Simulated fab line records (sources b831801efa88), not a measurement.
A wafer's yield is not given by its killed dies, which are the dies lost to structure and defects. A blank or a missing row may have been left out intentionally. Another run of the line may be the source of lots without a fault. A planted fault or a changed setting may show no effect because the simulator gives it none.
Which tool was responsible? || flow gf180mcu || Sampling: 24 lots, 72 wafers, 4 of 602 route steps

WHAT EACH GAUGE READ, for each wafer
GF_V1_THK_MEAS_03. Usual: V1_CVD_02_THK typically reads 851 nm, with standard deviation 12.
{"lot": "L074", "measured": "day 17 04:44", "on": "film metro-02", "V1_CVD_02_THK (nm)": "853 849 852", "flag": ""}
{"lot": "L075", "measured": "day 17 10:51", "on": "film metro-03", "V1_CVD_02_THK (nm)": "836 835 849", "flag": ""}
{"lot": "L076", "measured": "day 17 20:10", "on": "film metro-03", "V1_CVD_02_THK (nm)": "860 856 867", "flag": ""}
{"lot": "L077", "measured": "day 18 06:38", "on": "film metro-04", "V1_CVD_02_THK (nm)": "847 849 855", "flag": ""}
{"lot": "L078", "measured": "day 18 16:57", "on": "film metro-04", "V1_CVD_02_THK (nm)": "851 857 863", "flag": ""}
{"lot": "L079", "measured": "day 19 04:50", "on": "film metro-04", "V1_CVD_02_THK (nm)": "843 876 881", "flag": ""}
{"lot": "L080", "measured": "day 19 19:15", "on": "film metro-03", "V1_CVD_02_THK (nm)": "845 844 871", "flag": ""}
{"lot": "L081", "measured": "day 19 20:33", "on": "film metro-02", "V1_CVD_02_THK (nm)": "858 853 838", "flag": ""}
{"lot": "L082", "measured": "day 20 12:17", "on": "film metro-03", "V1_CVD_02_THK (nm)": "841 860 864", "flag": ""}
{"lot": "L083", "measured": "day 21 04:13", "on": "film metro-02", "V1_CVD_02_THK (nm)": "839 858 859", "flag": ""}
{"lot": "L084", "measured": "day 21 06:13", "on": "film metro-04", "V1_CVD_02_THK (nm)": "818 837 821", "flag": ""}
{"lot": "L085", "measured": "day 21 13:16", "on": "film metro-04", "V1_CVD_02_THK (nm)": "829 857 841", "flag": ""}
{"lot": "L086", "measured": "day 21 16:31", "on": "film metro-02", "V1_CVD_02_THK (nm)": "849 852 867", "flag": ""}
{"lot": "L087", "measured": "day 22 10:14", "on": "film metro-03", "V1_CVD_02_THK (nm)": "822 833 843", "flag": ""}
{"lot": "L088", "measured": "day 22 15:17", "on": "film metro-04", "V1_CVD_02_THK (nm)": "838 824 846", "flag": ""}
{"lot": "L089", "measured": "day 22 23:10", "on": "film metro-04", "V1_CVD_02_THK (nm)": "823 849 868", "flag": ""}
{"lot": "L090", "measured": "day 23 10:12", "on": "film metro-02", "V1_CVD_02_THK (nm)": "849 862 858", "flag": ""}
{"lot": "L091", "measured": "day 23 14:44", "on": "film metro-03", "V1_CVD_02_THK (nm)": "840 871 857", "flag": ""}
{"lot": "L092", "measured": "day 23 19:58", "on": "film metro-04", "V1_CVD_02_THK (nm)": "851 838 852", "flag": ""}
{"lot": "L093", "measured": "day 24 07:31", "on": "film metro-04", "V1_CVD_02_THK (nm)": "851 852 866", "flag": ""}
{"lot": "L094", "measured": "day 24 14:21", "on": "film metro-02", "V1_CVD_02_THK (nm)": "876 865 879", "flag": ""}
{"lot": "L095", "measured": "day 24 17:35", "on": "film metro-02", "V1_CVD_02_THK (nm)": "840 832 847", "flag": ""}
{"lot": "L096", "measured": "day 25 03:31", "on": "film metro-02", "V1_CVD_02_THK (nm)": "851 865 856", "flag": ""}
{"lot": "L097", "measured": "day 25 14:21", "on": "film metro-04", "V1_CVD_02_THK (nm)": "851 858 872", "flag": ""}

GF_V1_THK_MEAS_25: measures by xrf. Usual: V1_W_THK typically reads 350 nm, with standard deviation 9.4.
{"lot": "L074", "measured": "day 18 04:55", "on": "film metro-04", "V1_W_THK (nm)": "358 361 350", "flag": ""}
{"lot": "L075", "measured": "day 18 12:09", "on": "film metro-04", "V1_W_THK (nm)": "347 354 347", "flag": ""}
{"lot": "L076", "measured": "day 18 22:44", "on": "film metro-02", "V1_W_THK (nm)": "369 364 357", "flag": ""}
{"lot": "L077", "measured": "day 19 08:00", "on": "film metro-02", "V1_W_THK (nm)": "345 344 349", "flag": ""}
{"lot": "L078", "measured": "day 19 19:01", "on": "film metro-04", "V1_W_THK (nm)": "323 326 327", "flag": ""}
{"lot": "L079", "measured": "day 20 07:04", "on": "film metro-03", "V1_W_THK (nm)": "338 342 338", "flag": ""}
{"lot": "L080", "measured": "day 20 20:58", "on": "film metro-03", "V1_W_THK (nm)": "341 342 337", "flag": ""}
{"lot": "L081", "measured": "day 20 22:13", "on": "film metro-02", "V1_W_THK (nm)": "352 354 352", "flag": ""}
{"lot": "L082", "measured": "day 21 14:08", "on": "film metro-04", "V1_W_THK (nm)": "344 341 347", "flag": ""}
{"lot": "L083", "measured": "day 22 05:15", "on": "film metro-04", "V1_W_THK (nm)": "343 339 344", "flag": ""}
{"lot": "L084", "measured": "day 22 07:32", "on": "film metro-04", "V1_W_THK (nm)": "347 357 347", "flag": ""}
{"lot": "L085", "measured": "day 22 14:35", "on": "film metro-02", "V1_W_THK (nm)": "359 350 363", "flag": ""}
{"lot": "L086", "measured": "day 22 17:12", "on": "film metro-04", "V1_W_THK (nm)": "353 355 344", "flag": ""}
{"lot": "L087", "measured": "day 23 11:02", "on": "film metro-02", "V1_W_THK (nm)": "363 354 363", "flag": ""}
{"lot": "L088", "measured": "day 23 15:48", "on": "film metro-04", "V1_W_THK (nm)": "342 355 359", "flag": ""}
{"lot": "L089", "measured": "day 23 22:41", "on": "film metro-04", "V1_W_THK (nm)": "360 361 341", "flag": ""}
{"lot": "L090", "measured": "day 24 10:17", "on": "film metro-04", "V1_W_THK (nm)": "343 357 340", "flag": ""}
{"lot": "L091", "measured": "day 24 14:49", "on": "film metro-04", "V1_W_THK (nm)": "344 359 359", "flag": ""}
{"lot": "L092", "measured": "day 24 20:16", "on": "film metro-04", "V1_W_THK (nm)": "356 346 352", "flag": ""}
{"lot": "L093", "measured": "day 25 07:52", "on": "film metro-04", "V1_W_THK (nm)": "357 354 354", "flag": ""}
{"lot": "L094", "measured": "day 25 13:55", "on": "film metro-03", "V1_W_THK (nm)": "350 361 352", "flag": ""}
{"lot": "L095", "measured": "day 25 17:09", "on": "film metro-02", "V1_W_THK (nm)": "368 366 359", "flag": ""}
{"lot": "L096", "measured": "day 26 01:38", "on": "film metro-04", "V1_W_THK (nm)": "352 348 350", "flag": ""}
{"lot": "L097", "measured": "day 26 13:35", "on": "film metro-03", "V1_W_THK (nm)": "351 338 353", "flag": ""}

GF_V2_BOW_MEAS_05. Usual: V2_BOW typically reads 100 um, with standard deviation 7.9.
{"lot": "L074", "measured": "day 19 07:37", "on": "film metro-01", "V2_BOW (um)": "103 115 96", "flag": ""}
{"lot": "L075", "measured": "day 19 14:27", "on": "film metro-01", "V2_BOW (um)": "117 116 103", "flag": ""}
{"lot": "L076", "measured": "day 20 01:06", "on": "film metro-01", "V2_BOW (um)": "97 94 95", "flag": ""}
{"lot": "L077", "measured": "day 20 10:24", "on": "film metro-01", "V2_BOW (um)": "90 88 89", "flag": ""}
{"lot": "L078", "measured": "day 20 21:26", "on": "film metro-02", "V2_BOW (um)": "101 104 108", "flag": ""}
{"lot": "L079", "measured": "day 21 08:43", "on": "film metro-01", "V2_BOW (um)": "99 103 107", "flag": ""}
{"lot": "L080", "measured": "day 21 22:50", "on": "film metro-01", "V2_BOW (um)": "89 97 94", "flag": ""}
{"lot": "L081", "measured": "day 21 23:41", "on": "film metro-01", "V2_BOW (um)": "108 98 104", "flag": ""}
{"lot": "L082", "measured": "day 22 15:50", "on": "film metro-03", "V2_BOW (um)": "105 100 101", "flag": ""}
{"lot": "L083", "measured": "day 23 06:38", "on": "film metro-03", "V2_BOW (um)": "112 104 103", "flag": ""}
{"lot": "L084", "measured": "day 23 08:47", "on": "film metro-03", "V2_BOW (um)": "97 89 87", "flag": ""}
{"lot": "L085", "measured": "day 23 15:19", "on": "film metro-01", "V2_BOW (um)": "92 93 101", "flag": ""}
{"lot": "L086", "measured": "day 23 18:05", "on": "film metro-02", "V2_BOW (um)": "98 100 106", "flag": ""}
{"lot": "L087", "measured": "day 24 11:48", "on": "film metro-03", "V2_BOW (um)": "89 94 97", "flag": ""}
{"lot": "L088", "measured": "day 24 16:08", "on": "film metro-02", "V2_BOW (um)": "113 96 112", "flag": ""}
{"lot": "L089", "measured": "day 24 22:38", "on": "film metro-02", "V2_BOW (um)": "95 101 103", "flag": ""}
{"lot": "L090", "measured": "day 25 10:28", "on": "film metro-01", "V2_BOW (um)": "107 104 110", "flag": ""}
{"lot": "L091", "measured": "day 25 14:52", "on": "film metro-01", "V2_BOW (um)": "109 99 110", "flag": ""}
{"lot": "L092", "measured": "day 25 18:48", "on": "film metro-01", "V2_BOW (um)": "85 90 96", "flag": ""}
{"lot": "L093", "measured": "day 26 06:27", "on": "film metro-02", "V2_BOW (um)": "95 98 103", "flag": ""}
{"lot": "L094", "measured": "day 26 12:53", "on": "film metro-02", "V2_BOW (um)": "113 104 94", "flag": ""}
{"lot": "L095", "measured": "day 26 16:17", "on": "film metro-03", "V2_BOW (um)": "93 98 96", "flag": ""}
{"lot": "L096", "measured": "day 27 00:26", "on": "film metro-01", "V2_BOW (um)": "87 89 92", "flag": ""}
{"lot": "L097", "measured": "day 27 12:23", "on": "film metro-02", "V2_BOW (um)": "106 95 99", "flag": ""}

GF_V2_RS_MEAS_24: measurement is done with a four-point probe. Usual: V2_W_RS typically reads 0.326 ohm/sq, with standard deviation 0.006.
{"lot": "L074", "measured": "day 20 09:02", "on": "film metro-03", "V2_W_RS (ohm/sq)": "0.336 0.328 0.334", "flag": ""}
{"lot": "L075", "measured": "day 20 15:45", "on": "film metro-02", "V2_W_RS (ohm/sq)": "0.333 0.333 0.328", "flag": ""}
{"lot": "L076", "measured": "day 21 02:49", "on": "film metro-01", "V2_W_RS (ohm/sq)": "0.326 0.327 0.315", "flag": ""}
{"lot": "L077", "measured": "day 21 11:27", "on": "film metro-02", "V2_W_RS (ohm/sq)": "0.330 0.325 0.325", "flag": ""}
{"lot": "L078", "measured": "day 21 22:43", "on": "film metro-02", "V2_W_RS (ohm/sq)": "0.326 0.328 0.330", "flag": ""}
{"lot": "L079", "measured": "day 22 09:53", "on": "film metro-01", "V2_W_RS (ohm/sq)": "0.320 0.332 0.321", "flag": ""}
{"lot": "L080", "measured": "day 22 22:35", "on": "film metro-03", "V2_W_RS (ohm/sq)": "0.313 0.326 0.327", "flag": ""}
{"lot": "L081", "measured": "day 23 00:10", "on": "film metro-02", "V2_W_RS (ohm/sq)": "0.330 0.329 0.331", "flag": ""}
{"lot": "L082", "measured": "day 23 16:35", "on": "film metro-03", "V2_W_RS (ohm/sq)": "0.325 0.322 0.321", "flag": ""}
{"lot": "L083", "measured": "day 24 06:06", "on": "film metro-03", "V2_W_RS (ohm/sq)": "0.323 0.323 0.321", "flag": ""}
{"lot": "L084", "measured": "day 24 08:54", "on": "film metro-03", "V2_W_RS (ohm/sq)": "0.323 0.331 0.322", "flag": ""}
{"lot": "L085", "measured": "day 24 14:53", "on": "film metro-02", "V2_W_RS (ohm/sq)": "0.331 0.323 0.319", "flag": ""}
{"lot": "L086", "measured": "day 24 17:57", "on": "film metro-01", "V2_W_RS (ohm/sq)": "0.339 0.334 0.324", "flag": ""}
{"lot": "L087", "measured": "day 25 10:33", "on": "film metro-02", "V2_W_RS (ohm/sq)": "0.317 0.329 0.318", "flag": ""}
{"lot": "L088", "measured": "day 25 14:41", "on": "film metro-03", "V2_W_RS (ohm/sq)": "0.323 0.334 0.327", "flag": ""}
{"lot": "L089", "measured": "day 25 20:34", "on": "film metro-03", "V2_W_RS (ohm/sq)": "0.328 0.324 0.319", "flag": ""}
{"lot": "L090", "measured": "day 26 08:46", "on": "film metro-03", "V2_W_RS (ohm/sq)": "0.326 0.334 0.324", "flag": ""}
{"lot": "L091", "measured": "day 26 12:48", "on": "film metro-03", "V2_W_RS (ohm/sq)": "0.317 0.331 0.321", "flag": ""}
{"lot": "L092", "measured": "day 26 16:55", "on": "film metro-01", "V2_W_RS (ohm/sq)": "0.312 0.314 0.315", "flag": ""}
{"lot": "L093", "measured": "day 27 03:39", "on": "film metro-01", "V2_W_RS (ohm/sq)": "0.324 0.336 0.334", "flag": ""}
{"lot": "L094", "measured": "day 27 10:00", "on": "film metro-01", "V2_W_RS (ohm/sq)": "0.331 0.335 0.329", "flag": ""}
{"lot": "L095", "measured": "day 27 13:47", "on": "film metro-02", "V2_W_RS (ohm/sq)": "0.329 0.331 0.328", "flag": ""}
{"lot": "L096", "measured": "day 27 21:49", "on": "film metro-02", "V2_W_RS (ohm/sq)": "0.328 0.316 0.329", "flag": ""}
{"lot": "L097", "measured": "day 28 09:28", "on": "film metro-02", "V2_W_RS (ohm/sq)": "0.327 0.322 0.331", "flag": ""}

EACH LOT AND THE TOOL THAT RAN IT (in order: tool; ch and the chambers of the sampled wafers; start)
Before these readings, the record contains no process step.

AS READ BY THE TOOLS THEMSELVES (means over the sampled wafers that have a number; for cases with no such wafer, the mark the record gives instead)
The record holds no such reading with a usual standard deviation.

THE ANSWER, worked out from the rows above alone
Rule: a lot is off if the mean of its wafers that have a number lies more than 3 standard deviations from the usual mean. Also off: a lot with no number at a reading for which 4 or more lots have one. Any other lot the step has rows for is counted as sound. First the gauges in route order, then the tools' own readings, where a lot's mean is used as printed above. The first step at which some lot is off is used, and at that step the reading that is off furthest; a lot without a number counts as furthest.
Nothing can be told from this: no lot is off at any reading shown.

WHAT WAS PUT IN BY THE SIMULATOR
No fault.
